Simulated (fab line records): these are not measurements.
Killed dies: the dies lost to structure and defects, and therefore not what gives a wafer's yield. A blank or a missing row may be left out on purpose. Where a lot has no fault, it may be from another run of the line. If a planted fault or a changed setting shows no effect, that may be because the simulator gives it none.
What tool caused it? / flow sky130 / 24 lots, 72 wafers sampled, at 6 steps of a route of 708

## WHAT EACH GAUGE READ, for each wafer
SKY_FIELD_ISO_BOW_MEAS_00.
lot=L074; measured=day 1 10:02; on=filmMetro-02; INCOMING_BOW (um)=0 -6 6
lot=L075; measured=day 1 15:01; on=filmMetro-02; INCOMING_BOW (um)=3 -5 -1
lot=L076; measured=day 1 20:00; on=filmMetro-01; INCOMING_BOW (um)=6 0 7
lot=L077; measured=day 2 01:02; on=filmMetro-01; INCOMING_BOW (um)=-3 4 -8
lot=L078; measured=day 2 06:02; on=filmMetro-01; INCOMING_BOW (um)=-2 5 -1
lot=L079; measured=day 2 11:00; on=filmMetro-04; INCOMING_BOW (um)=-4 -4 9
lot=L080; measured=day 2 16:01; on=filmMetro-01; INCOMING_BOW (um)=-4 -15 6
lot=L081; measured=day 2 21:00; on=filmMetro-02; INCOMING_BOW (um)=3 -3 -1
lot=L082; measured=day 3 02:00; on=filmMetro-02; INCOMING_BOW (um)=4 1 -4
lot=L083; measured=day 3 07:00; on=filmMetro-02; INCOMING_BOW (um)=-6 3 -7
lot=L084; measured=day 3 12:00; on=filmMetro-01; INCOMING_BOW (um)=14 0 8
lot=L085; measured=day 3 17:01; on=filmMetro-02; INCOMING_BOW (um)=-4 -1 -4
lot=L086; measured=day 3 22:04; on=filmMetro-02; INCOMING_BOW (um)=-4 0 3
lot=L087; measured=day 4 03:00; on=filmMetro-01; INCOMING_BOW (um)=7 -1 3
lot=L088; measured=day 4 08:01; on=filmMetro-01; INCOMING_BOW (um)=-1 -8 9
lot=L089; measured=day 4 13:02; on=filmMetro-02; INCOMING_BOW (um)=2 -3 3
lot=L090; measured=day 4 18:00; on=filmMetro-01; INCOMING_BOW (um)=-3 0 -8
lot=L091; measured=day 4 23:02; on=filmMetro-04; INCOMING_BOW (um)=-9 5 4
lot=L092; measured=day 5 04:00; on=filmMetro-02; INCOMING_BOW (um)=0 -4 -8
lot=L093; measured=day 5 09:01; on=filmMetro-02; INCOMING_BOW (um)=3 -1 -4
lot=L094; measured=day 5 14:01; on=filmMetro-04; INCOMING_BOW (um)=5 -8 -11
lot=L095; measured=day 5 19:00; on=filmMetro-01; INCOMING_BOW (um)=-11 -6 -1
lot=L096; measured=day 6 00:00; on=filmMetro-01; INCOMING_BOW (um)=1 -2 -13
lot=L097; measured=day 6 05:01; on=filmMetro-01; INCOMING_BOW (um)=2 11 3

SKY_LI_CONTACT_THK_MEAS_23: measures by xrf.
lot=L074; measured=day 30 00:22; on=filmMetro-01; LI_CONTACT_W_THK (nm)=383 384 385
lot=L075; measured=day 30 13:11; on=filmMetro-02; LI_CONTACT_W_THK (nm)=394 387 398
lot=L076; measured=day 30 08:25; on=filmMetro-03; LI_CONTACT_W_THK (nm)=390 387 389
lot=L077; measured=day 30 18:53; on=filmMetro-01; LI_CONTACT_W_THK (nm)=391 393 385
lot=L078; measured=day 31 01:58; on=filmMetro-03; LI_CONTACT_W_THK (nm)=390 384 386
lot=L079; measured=day 31 05:22; on=filmMetro-03; LI_CONTACT_W_THK (nm)=391 384 388
lot=L080; measured=day 31 11:55; on=filmMetro-03; LI_CONTACT_W_THK (nm)=385 387 384
lot=L081; measured=day 32 01:07; on=filmMetro-01; LI_CONTACT_W_THK (nm)=385 393 393
lot=L082; measured=day 32 12:05; on=filmMetro-03; LI_CONTACT_W_THK (nm)=387 385 389
lot=L083; measured=day 32 11:44; on=filmMetro-03; LI_CONTACT_W_THK (nm)=394 393 396
lot=L084; measured=day 32 18:59; on=filmMetro-02; LI_CONTACT_W_THK (nm)=391 388 390
lot=L085; measured=day 32 23:07; on=filmMetro-01; LI_CONTACT_W_THK (nm)=382 374 387
lot=L086; measured=day 33 16:11; on=filmMetro-02; LI_CONTACT_W_THK (nm)=394 397 392
lot=L087; measured=day 34 04:34; on=filmMetro-03; LI_CONTACT_W_THK (nm)=380 381 388
lot=L088; measured=day 34 10:40; on=filmMetro-02; LI_CONTACT_W_THK (nm)=392 387 384
lot=L089; measured=day 34 14:50; on=filmMetro-01; LI_CONTACT_W_THK (nm)=395 387 385
lot=L090; measured=day 34 16:02; on=filmMetro-02; LI_CONTACT_W_THK (nm)=379 379 379
lot=L091; measured=day 35 02:35; on=filmMetro-02; LI_CONTACT_W_THK (nm)=385 381 381
lot=L092; measured=day 35 13:16; on=filmMetro-02; LI_CONTACT_W_THK (nm)=388 384 392
lot=L093; measured=day 35 23:39; on=filmMetro-02; LI_CONTACT_W_THK (nm)=384 380 386
lot=L094; measured=day 36 05:07; on=filmMetro-03; LI_CONTACT_W_THK (nm)=384 383 385
lot=L095; measured=day 36 09:22; on=filmMetro-01; LI_CONTACT_W_THK (nm)=389 382 379
lot=L096; measured=day 36 14:49; on=filmMetro-03; LI_CONTACT_W_THK (nm)=386 385 380
lot=L097; measured=day 36 15:24; on=filmMetro-02; LI_CONTACT_W_THK (nm)=384 383 383

SKY_VIA1_RS_MEAS_22: uses a four-point probe to measure.
lot=L074; measured=day 34 18:25; on=filmMetro-03; VIA1_W_RS (ohm/sq)=0.423 0.425 0.420
lot=L075; measured=day 35 07:42; on=filmMetro-02; VIA1_W_RS (ohm/sq)=0.426 0.422 0.422
lot=L076; measured=day 35 01:58; on=filmMetro-01; VIA1_W_RS (ohm/sq)=0.430 0.423 0.424
lot=L077; measured=day 35 12:23; on=filmMetro-01; VIA1_W_RS (ohm/sq)=0.426 0.429 0.430
lot=L078; measured=day 35 21:05; on=filmMetro-02; VIA1_W_RS (ohm/sq)=0.431 0.433 0.423
lot=L079; measured=day 35 22:40; on=filmMetro-03; VIA1_W_RS (ohm/sq)=0.430 0.423 0.424
lot=L080; measured=day 36 04:17; on=filmMetro-01; VIA1_W_RS (ohm/sq)=0.423 0.430 0.421
lot=L081; measured=day 36 18:58; on=filmMetro-03; VIA1_W_RS (ohm/sq)=0.425 0.423 0.431
lot=L082; measured=day 37 05:00; on=filmMetro-01; VIA1_W_RS (ohm/sq)=0.421 0.417 0.418
lot=L083; measured=day 37 03:26; on=filmMetro-03; VIA1_W_RS (ohm/sq)=0.428 0.425 0.429
lot=L084; measured=day 37 12:02; on=filmMetro-02; VIA1_W_RS (ohm/sq)=0.421 0.417 0.420
lot=L085; measured=day 37 14:05; on=filmMetro-03; VIA1_W_RS (ohm/sq)=0.423 0.425 0.426
lot=L086; measured=day 38 07:25; on=filmMetro-03; VIA1_W_RS (ohm/sq)=0.425 0.418 0.428
lot=L087; measured=day 38 18:01; on=filmMetro-02; VIA1_W_RS (ohm/sq)=0.425 0.415 0.417
lot=L088; measured=day 39 00:11; on=filmMetro-03; VIA1_W_RS (ohm/sq)=0.419 0.425 0.423
lot=L089; measured=day 39 05:04; on=filmMetro-02; VIA1_W_RS (ohm/sq)=0.425 0.417 0.421
lot=L090; measured=day 39 05:44; on=filmMetro-02; VIA1_W_RS (ohm/sq)=0.429 0.424 0.421
lot=L091; measured=day 39 16:37; on=filmMetro-01; VIA1_W_RS (ohm/sq)=0.426 0.420 0.422
lot=L092; measured=day 40 02:28; on=filmMetro-03; VIA1_W_RS (ohm/sq)=0.421 0.425 0.421
lot=L093; measured=day 40 12:46; on=filmMetro-03; VIA1_W_RS (ohm/sq)=0.419 0.420 0.422
lot=L094; measured=day 40 18:12; on=filmMetro-03; VIA1_W_RS (ohm/sq)=0.424 0.422 0.420
lot=L095; measured=day 40 20:20; on=filmMetro-01; VIA1_W_RS (ohm/sq)=0.425 0.423 0.430
lot=L096; measured=day 41 01:01; on=filmMetro-01; VIA1_W_RS (ohm/sq)=0.423 0.420 0.425
lot=L097; measured=day 41 02:28; on=filmMetro-03; VIA1_W_RS (ohm/sq)=0.416 0.424 0.424

SKY_METAL2_CD_MEAS_15: target cd 140 nm.
lot=L074; measured=day 35 21:26; on=cdSem-02; cdNm (nm)=137.8 140.9 140.8
lot=L075; measured=day 36 10:31; on=cdSem-01; cdNm (nm)=136.9 136.2 136.4
lot=L076; measured=day 36 05:18; on=cdSem-01; cdNm (nm)=141.4 142.1 141.5
lot=L077; measured=day 36 14:25; on=cdSem-01; cdNm (nm)=139.1 140.4 140.2
lot=L078; measured=day 36 23:20; on=cdSem-02; cdNm (nm)=138.9 139.6 140.1
lot=L079; measured=day 37 02:02; on=cdSem-02; cdNm (nm)=139.5 139.9 139.0
lot=L080; measured=day 37 06:52; on=cdSem-02; cdNm (nm)=141.5 141.0 141.9
lot=L081; measured=day 37 22:14; on=cdSem-01; cdNm (nm)=139.4 139.8 139.6
lot=L082; measured=day 38 07:11; on=cdSem-02; cdNm (nm)=140.8 140.1 139.8
lot=L083; measured=day 38 06:20; on=cdSem-01; cdNm (nm)=141.2 140.6 140.4
lot=L084; measured=day 38 14:12; on=cdSem-02; cdNm (nm)=140.8 140.0 140.8
lot=L085; measured=day 38 16:01; on=cdSem-02; cdNm (nm)=142.4 143.4 141.6
lot=L086; measured=day 39 09:55; on=cdSem-01; cdNm (nm)=139.9 140.9 140.6
lot=L087; measured=day 39 20:12; on=cdSem-01; cdNm (nm)=137.9 139.3 137.0
lot=L088; measured=day 40 02:33; on=cdSem-02; cdNm (nm)=141.3 141.4 139.7
lot=L089; measured=day 40 06:34; on=cdSem-02; cdNm (nm)=140.2 139.8 140.0
lot=L090; measured=day 40 07:38; on=cdSem-01; cdNm (nm)=142.6 142.1 142.2
lot=L091; measured=day 40 18:19; on=cdSem-02; cdNm (nm)=139.4 139.2 140.2
lot=L092; measured=day 41 03:17; on=cdSem-02; cdNm (nm)=141.6 142.1 142.3
lot=L093; measured=day 41 13:27; on=cdSem-01; cdNm (nm)=140.2 140.6 141.1
lot=L094; measured=day 41 18:33; on=cdSem-01; cdNm (nm)=138.5 141.3 138.5
lot=L095; measured=day 41 20:44; on=cdSem-01; cdNm (nm)=138.6 140.0 138.3
lot=L096; measured=day 42 01:50; on=cdSem-01; cdNm (nm)=140.0 140.0 139.7
lot=L097; measured=day 42 03:18; on=cdSem-02; cdNm (nm)=141.1 142.2 141.0

SKY_METAL2_OVL_MEAS_16.
lot=L074; measured=day 35 21:33; on=overlay-01; METAL2_OVL (nm)=-15 -15 -10
lot=L075; measured=day 36 10:37; on=overlay-01; METAL2_OVL (nm)=9 4 2
lot=L076; measured=day 36 05:25; on=overlay-02; METAL2_OVL (nm)=-5 0 4
lot=L077; measured=day 36 14:31; on=overlay-01; METAL2_OVL (nm)=12 11 3
lot=L078; measured=day 36 23:26; on=overlay-02; METAL2_OVL (nm)=14 5 14
lot=L079; measured=day 37 02:09; on=overlay-01; METAL2_OVL (nm)=-10 -11 -13
lot=L080; measured=day 37 06:58; on=overlay-01; METAL2_OVL (nm)=0 6 -5
lot=L081; measured=day 37 22:21; on=overlay-02; METAL2_OVL (nm)=5 -2 3
lot=L082; measured=day 38 07:18; on=overlay-02; METAL2_OVL (nm)=-5 0 3
lot=L083; measured=day 38 06:27; on=overlay-01; METAL2_OVL (nm)=0 -5 6
lot=L084; measured=day 38 14:19; on=overlay-02; METAL2_OVL (nm)=9 10 9
lot=L085; measured=day 38 16:08; on=overlay-02; METAL2_OVL (nm)=5 0 -2
lot=L086; measured=day 39 09:59; on=overlay-02; METAL2_OVL (nm)=7 0 9
lot=L087; measured=day 39 20:19; on=overlay-01; METAL2_OVL (nm)=9 11 9
lot=L088; measured=day 40 02:40; on=overlay-02; METAL2_OVL (nm)=-1 2 0
lot=L089; measured=day 40 06:40; on=overlay-01; METAL2_OVL (nm)=7 6 -1
lot=L090; measured=day 40 07:45; on=overlay-02; METAL2_OVL (nm)=3 7 5
lot=L091; measured=day 40 18:25; on=overlay-01; METAL2_OVL (nm)=2 1 -1
lot=L092; measured=day 41 03:24; on=overlay-02; METAL2_OVL (nm)=6 1 7
lot=L093; measured=day 41 13:34; on=overlay-02; METAL2_OVL (nm)=11 12 8
lot=L094; measured=day 41 18:40; on=overlay-02; METAL2_OVL (nm)=8 3 14
lot=L095; measured=day 41 20:51; on=overlay-01; METAL2_OVL (nm)=9 6 1
lot=L096; measured=day 42 01:57; on=overlay-02; METAL2_OVL (nm)=10 8 7
lot=L097; measured=day 42 03:25; on=overlay-02; METAL2_OVL (nm)=-3 3 0

## WHAT TOOL EACH LOT RAN ON (gives the tool, then ch and the chambers of the sampled wafers, and finally the start)
lot=L074; SKY_VIA1_STRIP_16=plasmaAsher-03 ch 0,1, day 34 17:40
lot=L075; SKY_VIA1_STRIP_16=plasmaAsher-02 ch 0,1, day 35 06:55
lot=L076; SKY_VIA1_STRIP_16=plasmaAsher-02 ch 0,1, day 35 01:10
lot=L077; SKY_VIA1_STRIP_16=plasmaAsher-03 ch 0,1, day 35 11:38
lot=L078; SKY_VIA1_STRIP_16=plasmaAsher-01 ch 0,1, day 35 20:20
lot=L079; SKY_VIA1_STRIP_16=plasmaAsher-01 ch 0,1, day 35 21:55
lot=L080; SKY_VIA1_STRIP_16=plasmaAsher-01 ch 0,1, day 36 03:31
lot=L081; SKY_VIA1_STRIP_16=plasmaAsher-03 ch 0,1, day 36 18:11
lot=L082; SKY_VIA1_STRIP_16=plasmaAsher-03 ch 0,1, day 37 04:16
lot=L083; SKY_VIA1_STRIP_16=plasmaAsher-01 ch 0,1, day 37 02:40
lot=L084; SKY_VIA1_STRIP_16=plasmaAsher-02 ch 0,1, day 37 11:16
lot=L085; SKY_VIA1_STRIP_16=plasmaAsher-02 ch 0,1, day 37 13:14
lot=L086; SKY_VIA1_STRIP_16=plasmaAsher-03 ch 0,1, day 38 06:38
lot=L087; SKY_VIA1_STRIP_16=plasmaAsher-02 ch 0,1, day 38 17:17
lot=L088; SKY_VIA1_STRIP_16=plasmaAsher-01 ch 0,1, day 38 23:26
lot=L089; SKY_VIA1_STRIP_16=plasmaAsher-01 ch 0,1, day 39 04:19
lot=L090; SKY_VIA1_STRIP_16=plasmaAsher-02 ch 0,1, day 39 04:59
lot=L091; SKY_VIA1_STRIP_16=plasmaAsher-03 ch 0,1, day 39 15:52
lot=L092; SKY_VIA1_STRIP_16=plasmaAsher-01 ch 0,1, day 40 01:43
lot=L093; SKY_VIA1_STRIP_16=plasmaAsher-03 ch 0, day 40 11:37
lot=L094; SKY_VIA1_STRIP_16=plasmaAsher-01 ch 0,1, day 40 17:05
lot=L095; SKY_VIA1_STRIP_16=plasmaAsher-01 ch 0,1, day 40 19:35
lot=L096; SKY_VIA1_STRIP_16=plasmaAsher-03 ch 0,1, day 41 00:17
lot=L097; SKY_VIA1_STRIP_16=plasmaAsher-01 ch 0, day 41 01:41
- SKY_VIA1_STRIP_16: strips in O2/N2.

## WHAT THE TOOLS THEMSELVES READ (means of the sampled wafers that have a number; where no wafer has one, the mark that the record gives instead)
SKY_VIA1_STRIP_16.
lot=L074; tool=plasmaAsher-03; chamberPressureMTorr (mTorr)=1499.7; drypumpMotorCurrentA (A)=5.4; n2FlowSccm (sccm)=300.6; oesProductAu (a.u.)=0.416; stripTimeToEndpointS (s)=4.478
lot=L075; tool=plasmaAsher-02; chamberPressureMTorr (mTorr)=1500.7; drypumpMotorCurrentA (A)=6.2; n2FlowSccm (sccm)=298.9; oesProductAu (a.u.)=0.417; stripTimeToEndpointS (s)=4.461
lot=L076; tool=plasmaAsher-02; chamberPressureMTorr (mTorr)=1497.8; drypumpMotorCurrentA (A)=6.2; n2FlowSccm (sccm)=300.3; oesProductAu (a.u.)=0.415; stripTimeToEndpointS (s)=4.463
lot=L077; tool=plasmaAsher-03; chamberPressureMTorr (mTorr)=1498.7; drypumpMotorCurrentA (A)=5.4; n2FlowSccm (sccm)=299.8; oesProductAu (a.u.)=0.413; stripTimeToEndpointS (s)=4.472
lot=L078; tool=plasmaAsher-01; chamberPressureMTorr (mTorr)=1500.8; drypumpMotorCurrentA (A)=5.6; n2FlowSccm (sccm)=300.3; oesProductAu (a.u.)=0.413; stripTimeToEndpointS (s)=4.451
lot=L079; tool=plasmaAsher-01; chamberPressureMTorr (mTorr)=1500.2; drypumpMotorCurrentA (A)=5.9; n2FlowSccm (sccm)=300.4; oesProductAu (a.u.)=0.417; stripTimeToEndpointS (s)=4.488
lot=L080; tool=plasmaAsher-01; chamberPressureMTorr (mTorr)=1499.1; drypumpMotorCurrentA (A)=5.6; n2FlowSccm (sccm)=299.1; oesProductAu (a.u.)=0.417; stripTimeToEndpointS (s)=4.455
lot=L081; tool=plasmaAsher-03; chamberPressureMTorr (mTorr)=1498.8; drypumpMotorCurrentA (A)=5.4; n2FlowSccm (sccm)=299.7; oesProductAu (a.u.)=0.415; stripTimeToEndpointS (s)=4.464
lot=L082; tool=plasmaAsher-03; chamberPressureMTorr (mTorr)=1499.3; drypumpMotorCurrentA (A)=5.4; n2FlowSccm (sccm)=300.5; oesProductAu (a.u.)=0.415; stripTimeToEndpointS (s)=4.483
lot=L083; tool=plasmaAsher-01; chamberPressureMTorr (mTorr)=1499.8; drypumpMotorCurrentA (A)=5.6; n2FlowSccm (sccm)=299.7; oesProductAu (a.u.)=0.411; stripTimeToEndpointS (s)=4.455
lot=L084; tool=plasmaAsher-02; chamberPressureMTorr (mTorr)=1499.6; drypumpMotorCurrentA (A)=6.2; n2FlowSccm (sccm)=300.0; oesProductAu (a.u.)=0.414; stripTimeToEndpointS (s)=4.478
lot=L085; tool=plasmaAsher-02; chamberPressureMTorr (mTorr)=1498.7; drypumpMotorCurrentA (A)=6.3; n2FlowSccm (sccm)=300.4; oesProductAu (a.u.)=0.414; stripTimeToEndpointS (s)=4.468
lot=L086; tool=plasmaAsher-03; chamberPressureMTorr (mTorr)=1500.3; drypumpMotorCurrentA (A)=5.4; n2FlowSccm (sccm)=299.7; oesProductAu (a.u.)=0.415; stripTimeToEndpointS (s)=4.474
lot=L087; tool=plasmaAsher-02; chamberPressureMTorr (mTorr)=1500.7; drypumpMotorCurrentA (A)=6.2; n2FlowSccm (sccm)=301.2; oesProductAu (a.u.)=0.412; stripTimeToEndpointS (s)=4.474
lot=L088; tool=plasmaAsher-01; chamberPressureMTorr (mTorr)=1500.1; drypumpMotorCurrentA (A)=5.9; n2FlowSccm (sccm)=299.9; oesProductAu (a.u.)=0.421; stripTimeToEndpointS (s)=4.479
lot=L089; tool=plasmaAsher-01; chamberPressureMTorr (mTorr)=1499.0; drypumpMotorCurrentA (A)=5.9; n2FlowSccm (sccm)=299.5; oesProductAu (a.u.)=0.416; stripTimeToEndpointS (s)=4.449
lot=L090; tool=plasmaAsher-02; chamberPressureMTorr (mTorr)=1498.8; drypumpMotorCurrentA (A)=6.2; n2FlowSccm (sccm)=300.2; oesProductAu (a.u.)=0.420; stripTimeToEndpointS (s)=4.467
lot=L091; tool=plasmaAsher-03; chamberPressureMTorr (mTorr)=1500.6; drypumpMotorCurrentA (A)=5.4; n2FlowSccm (sccm)=299.6; oesProductAu (a.u.)=0.417; stripTimeToEndpointS (s)=4.465
lot=L092; tool=plasmaAsher-01; chamberPressureMTorr (mTorr)=1500.6; drypumpMotorCurrentA (A)=5.7; n2FlowSccm (sccm)=299.7; oesProductAu (a.u.)=0.418; stripTimeToEndpointS (s)=4.475
lot=L093; tool=plasmaAsher-03; chamberPressureMTorr (mTorr)=1500.2; drypumpMotorCurrentA (A)=5.3; n2FlowSccm (sccm)=300.1; oesProductAu (a.u.)=0.414; stripTimeToEndpointS (s)=4.458
lot=L094; tool=plasmaAsher-01; chamberPressureMTorr (mTorr)=1500.0; drypumpMotorCurrentA (A)=5.9; n2FlowSccm (sccm)=299.5; oesProductAu (a.u.)=0.420; stripTimeToEndpointS (s)=4.454
lot=L095; tool=plasmaAsher-01; chamberPressureMTorr (mTorr)=1501.0; drypumpMotorCurrentA (A)=5.6; n2FlowSccm (sccm)=300.0; oesProductAu (a.u.)=0.417; stripTimeToEndpointS (s)=4.479
lot=L096; tool=plasmaAsher-03; chamberPressureMTorr (mTorr)=1498.9; drypumpMotorCurrentA (A)=5.4; n2FlowSccm (sccm)=299.6; oesProductAu (a.u.)=0.415; stripTimeToEndpointS (s)=4.468
lot=L097; tool=plasmaAsher-01; chamberPressureMTorr (mTorr)=1500.3; drypumpMotorCurrentA (A)=5.4; n2FlowSccm (sccm)=299.6; oesProductAu (a.u.)=0.413; stripTimeToEndpointS (s)=4.434

## THE ANSWER, worked out from the rows above alone
Rule: what is usual is taken from the lots themselves. The widest of any qualifying gaps counts: lots, ordered by their means at a reading, are off when they make up no more than a third of the lots, leave a main group of 4 or more, and stand apart from it by 3 or more times the standard deviation of that group's means. A main group is skipped when, at the precision printed for the reading in the tables above, its means are all equal. Also off: a lot with no number at a reading for which 4 or more lots have one. Any other lot the step has rows for is counted as sound. After the gauges, taken in route order, come the tools' own readings; for these a lot's mean is taken, as printed above. The first step at which some lot is off is used, and at that step the reading that is off furthest; a lot without a number counts as furthest.
No lot is off on any of the readings shown, so nothing can be concluded from this.

## WHAT THE SIMULATOR HAD PUT IN
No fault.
